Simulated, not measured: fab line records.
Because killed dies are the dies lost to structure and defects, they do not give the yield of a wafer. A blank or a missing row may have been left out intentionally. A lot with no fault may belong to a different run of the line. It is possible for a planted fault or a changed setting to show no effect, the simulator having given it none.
One fault through the eyes of 2 desks + flow gf180mcu + numbers are kept per desk, each desk with only its own; the story behind them comes last

## THE TOOL OWNER'S DESK: implanter-04
The tool's own readings at GF_HV_LDD_IMPLANT_21, given as means over the sampled wafers that have a number, one for each lot that went through this tool. The brackets show how far a lot's mean lies from the usual mean; more than 4 standard deviations puts the lot out of limits, marked OUT.
Columns: A = dose_ions_cm2 at GF_HV_LDD_IMPLANT_21, usual 4.998e+13; B = faraday_current_uA at GF_HV_LDD_IMPLANT_21, usual 283
| lot  | first seen here | A                   | B              |
|------|-----------------|---------------------|----------------|
| L235 | day 11 23:33    | 5.001e+13           | 285            |
| L242 | day 14 03:59    | 4.571e+13 (-72) OUT | 258 (-4.7) OUT |
| L244 | day 14 17:03    | 4.571e+13 (-72) OUT | 260 (-4.3) OUT |
This desk finds L242, L244 out of limits, L242 being first, at day 14 03:59 (dose_ions_cm2 at GF_HV_LDD_IMPLANT_21). Within limits: L235.

## FROM THE METROLOGY DESK
Means of the sampled wafers that have a number, per lot and without regard to the tool the lot ran on: this is what the gauges read. The brackets show how far a lot's mean lies from the usual mean; more than 4 standard deviations puts the lot out of limits, marked OUT.
Columns: A = HV_LDD_TW at GF_HV_LDD_TW_MEAS_11, usual 2424; B = cd_nm at GF_HV_LDD_CD_MEAS_19, usual 399.5 nm; C = HV_LDD_01_OVL at GF_HV_LDD_OVL_MEAS_20, usual -0.4 nm
| lot  | first seen here | A    | B     | C    |
|------|-----------------|------|-------|------|
| L234 | day 10 23:56    | 2418 | 401.8 | -1.8 |
| L235 | day 11 04:11    | 2430 | 400.6 | -0.8 |
| L242 | day 13 07:24    | 2470 | 399.5 | 1.0  |
| L244 | day 13 20:20    | 2414 | 400.4 | 0.2  |
| L254 | day 16 20:35    | 2336 | 398.7 | -0.7 |
| L255 | day 17 02:31    | 2457 | 399.6 | -0.2 |
This desk's finding: nothing out of limits on any of the 6 lots.

## ALL TOGETHER
On L242, L244, at day 14 03:59, an alarm was possible from the tool owner's desk.
At the metrology desk, nothing out of limits was observed.
The metrology desk has L242, L244 on record, within its limits.
On implanter-04, each named lot ran GF_HV_LDD_IMPLANT_21.

## WHAT THE SIMULATOR HAD INSERTED
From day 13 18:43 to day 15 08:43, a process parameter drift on implanter-04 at GF_HV_LDD_IMPLANT_21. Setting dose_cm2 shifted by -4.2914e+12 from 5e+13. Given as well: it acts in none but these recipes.
Lots struck among those shown: L242, L244.
Hours from the fault's start to each desk's first reading out of limits: the tool owner's desk, 9.
